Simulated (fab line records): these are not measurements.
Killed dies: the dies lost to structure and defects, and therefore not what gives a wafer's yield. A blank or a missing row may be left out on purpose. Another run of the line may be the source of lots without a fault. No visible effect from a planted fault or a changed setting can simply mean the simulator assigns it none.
Which tool did it? -- flow sky130 -- Sampling: 11 lots, 33 wafers, 6 of 708 route steps

== WHAT THE GAUGES SHOWED, per wafer ==
SKY_LDD_LDN_OVL_MEAS_07. Usual: LDD_LDN_OVL -1.2 nm, standard deviation 1.4.
lot,measured,on,LDD_LDN_OVL (nm),flag
L181,day 24 06:06,overlay-02,1.9 1.1 1.1,
L183,day 24 23:55,overlay-01,-1.0 -1.4 -0.7,
L184,day 25 07:49,overlay-02,-2.2 -1.2 -3.4,
L186,day 26 00:32,overlay-01,-1.3 -2.1 -2.6,
L187,day 26 10:34,overlay-01,-2.2 -2.7 -1.1,
L188,day 26 20:28,overlay-01,-2.1 -0.7 -1.1,
L189,day 27 00:54,overlay-01,-2.6 -1.4 -2.8,
L190,day 27 05:32,overlay-01,-2.5 -0.2 -0.5,
L196,day 29 09:23,overlay-01,-4.6 -4.5 -5.3,
L198,day 29 21:37,overlay-01,-2.4 -3.3 -3.4,
L199,day 30 10:09,overlay-01,0.1 -1.1 -0.8,

SKY_SD_N_CD_MEAS_07: the cd target is 380 nm. Usual: cd_nm 379.8 nm, standard deviation 2.4.
lot,measured,on,cd_nm (nm),flag
L181,day 29 05:52,cd_sem-02,384.3 381.8 383.6,
L183,day 29 23:38,cd_sem-02,377.7 376.3 376.9,
L184,day 30 06:04,cd_sem-01,377.6 376.4 377.7,
L186,day 30 21:04,cd_sem-01,374.6 375.6 374.6,
L187,day 31 06:52,cd_sem-01,376.5 377.6 378.1,
L188,day 31 17:07,cd_sem-01,381.1 378.9 377.7,
L189,day 31 21:17,cd_sem-02,380.3 379.2 378.6,
L190,day 32 00:37,cd_sem-01,381.0 378.5 380.6,
L196,day 34 01:17,cd_sem-01,381.0 381.3 381.9,
L198,day 34 12:50,cd_sem-01,379.4 440.3 381.1,OFF
L199,day 35 01:05,cd_sem-02,440.1 376.4 378.7,OFF

SKY_LOCAL_INTERCONNECT_RS_MEAS_01: measures by four-point-probe. Usual: LOCAL_INTERCONNECT_TIN_RS 14.15 ohm/sq, standard deviation 0.21.
lot,measured,on,LOCAL_INTERCONNECT_TIN_RS (ohm/sq),flag
L181,day 30 13:11,film_metro-03,14.25 14.08 14.03,
L183,day 31 06:42,film_metro-03,14.17 14.02 14.05,
L184,day 31 13:11,film_metro-03,14.47 14.34 14.43,
L186,day 32 03:37,film_metro-01,14.11 13.80 14.05,
L187,day 32 13:22,film_metro-01,13.82 14.01 13.87,
L188,day 32 23:47,film_metro-04,14.33 14.12 14.46,
L189,day 33 04:17,film_metro-04,13.97 14.27 14.17,
L190,day 33 06:49,film_metro-03,13.78 14.04 13.97,
L196,day 35 06:45,film_metro-04,14.14 14.16 13.85,
L198,day 35 17:47,film_metro-04,14.27 14.28 14.30,
L199,day 36 06:28,film_metro-03,14.34 14.22 14.43,

== WHAT TOOL EACH LOT RAN ON (gives the tool, then ch and the chambers of the sampled wafers, and finally the start) ==
lot,SKY_LDD_HVP_STRIP_09,SKY_SD_N_COAT_02,SKY_SD_N_STRIP_11
L181,"plasma_asher-01 ch 0,1, day 23 00:38","litho_track-01 ch 0, day 28 15:46","plasma_asher-03 ch 0,1, day 29 06:18"
L183,"plasma_asher-03 ch 0,1, day 23 17:32","litho_track-03 ch 0, day 29 09:20","plasma_asher-01 ch 0,1, day 30 00:05"
L184,"plasma_asher-03 ch 0,1, day 24 01:12","litho_track-01 ch 0, day 29 15:44","plasma_asher-01 ch 0,1, day 30 06:32"
L186,"plasma_asher-03 ch 0,1, day 24 18:36","litho_track-04 ch 0, day 30 06:58","plasma_asher-01 ch 0,1, day 30 21:32"
L187,"plasma_asher-01 ch 0,1, day 25 05:15","litho_track-01 ch 0, day 30 16:20","plasma_asher-03 ch 1, day 31 07:20"
L188,"plasma_asher-03 ch 0,1, day 25 15:29","litho_track-01 ch 0, day 31 03:26","plasma_asher-03 ch 0,1, day 31 17:34"
L189,"plasma_asher-01 ch 0,1, day 25 19:03","litho_track-03 ch 0, day 31 07:53","plasma_asher-01 ch 0,1, day 31 21:44"
L190,"plasma_asher-01 ch 1, day 25 23:39","litho_track-01 ch 0, day 31 10:53","plasma_asher-03 ch 0,1, day 32 01:05"
L196,"plasma_asher-01 ch 0,1, day 28 05:05","litho_track-04 ch 0, day 33 11:40","plasma_asher-01 ch 0,1, day 34 01:45"
L198,"plasma_asher-03 ch 0,1, day 28 17:23","litho_track-01 ch 0, day 34 00:05","plasma_asher-04 ch 0,1, day 34 13:18"
L199,"plasma_asher-02 ch 0,1, day 29 06:20","litho_track-01 ch 0, day 34 11:37","plasma_asher-01 ch 0, day 35 01:32"
- SKY_LDD_HVP_STRIP_09: strips in O2/N2.
- SKY_SD_N_COAT_02: resist thk 1140 nm.
- SKY_SD_N_STRIP_11: strips in O2/N2.

== AS READ BY THE TOOLS THEMSELVES (means over the sampled wafers that have a number; for cases with no such wafer, the mark the record gives instead) ==
SKY_LDD_HVP_STRIP_09. Usual: drypump_motor_current_A 5.9 A, standard deviation 0.47; oes_product_au 0.409 a.u., standard deviation 0.0044; strip_time_to_endpoint_s 4.136 s, standard deviation 0.016.
lot,tool,drypump_motor_current_A (A),oes_product_au (a.u.),strip_time_to_endpoint_s (s),flag
L181,plasma_asher-01,5.5,0.406,4.125,
L183,plasma_asher-03,6.4,0.409,4.128,
L184,plasma_asher-03,6.4,0.408,4.141,
L186,plasma_asher-03,6.4,0.408,4.118,
L187,plasma_asher-01,5.5,0.403,4.143,
L188,plasma_asher-03,6.4,0.407,4.138,
L189,plasma_asher-01,5.3,0.412,4.140,
L190,plasma_asher-01,5.7,0.407,4.134,
L196,plasma_asher-01,5.4,0.407,4.133,
L198,plasma_asher-03,6.4,0.414,4.128,
L199,plasma_asher-02,5.8,0.414,4.152,

SKY_SD_N_COAT_02. Usual: dispense_pressure_kPa 49 kPa, standard deviation 3.8.
lot,tool,dispense_pressure_kPa (kPa),flag
L181,litho_track-01,45,
L183,litho_track-03,54,
L184,litho_track-01,46,
L186,litho_track-04,52,
L187,litho_track-01,46,
L188,litho_track-01,45,
L189,litho_track-03,54,
L190,litho_track-01,46,
L196,litho_track-04,51,
L198,litho_track-01,45,
L199,litho_track-01,45,

SKY_SD_N_STRIP_11. Usual: drypump_motor_current_A 5.9 A, standard deviation 0.53; oes_product_au 0.528 a.u., standard deviation 0.0046; strip_time_to_endpoint_s 22.57 s, standard deviation 0.046.
lot,tool,drypump_motor_current_A (A),oes_product_au (a.u.),strip_time_to_endpoint_s (s),flag
L181,plasma_asher-03,6.4,0.531,22.56,
L183,plasma_asher-01,5.3,0.523,22.60,
L184,plasma_asher-01,5.4,0.531,22.61,
L186,plasma_asher-01,5.5,0.534,22.65,
L187,plasma_asher-03,6.5,0.527,22.56,
L188,plasma_asher-03,6.4,0.523,22.59,
L189,plasma_asher-01,5.5,0.524,22.61,
L190,plasma_asher-03,6.3,0.522,22.53,
L196,plasma_asher-01,5.4,0.524,22.62,
L198,plasma_asher-04,5.6,0.509,20.71,OFF
L199,plasma_asher-01,5.2,0.507,20.76,OFF

== THE ANSWER, worked out from the rows above alone ==
Rule: a lot is off if the mean of its wafers that have a number lies more than 3 standard deviations from the usual mean. A lot without any number at a reading at which 4 lots or more have one is off too. Where the step has rows for the other lots, those lots are counted as sound. After the gauges, taken in route order, come the tools' own readings; for these a lot's mean is taken, as printed above. The first step at which some lot is off is used, and at that step the reading that is off furthest; a lot without a number counts as furthest.
Off: L198, L199, at SKY_SD_N_CD_MEAS_07 (cd_nm).
A tool fits if, at a process step before that reading, it ran every lot that is off, and no sound lot after the first of them. Not tried: the gauges at SKY_SD_N_CD_MEAS_07; whatever is off there is also off at SKY_SD_N_STRIP_11, on other tools, and gauge error can't account for it. One fits: SKY_SD_N_COAT_02 on litho_track-01. A fault onset in the window from L190 (day 31 10:53, its last sound lot) to L198 (day 34 00:05, its first lot off) fits.

== WHAT WAS PUT IN BY THE SIMULATOR ==
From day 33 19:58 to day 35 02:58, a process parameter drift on litho_track-01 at SKY_SD_N_COAT_02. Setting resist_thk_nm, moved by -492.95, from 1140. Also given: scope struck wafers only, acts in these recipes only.
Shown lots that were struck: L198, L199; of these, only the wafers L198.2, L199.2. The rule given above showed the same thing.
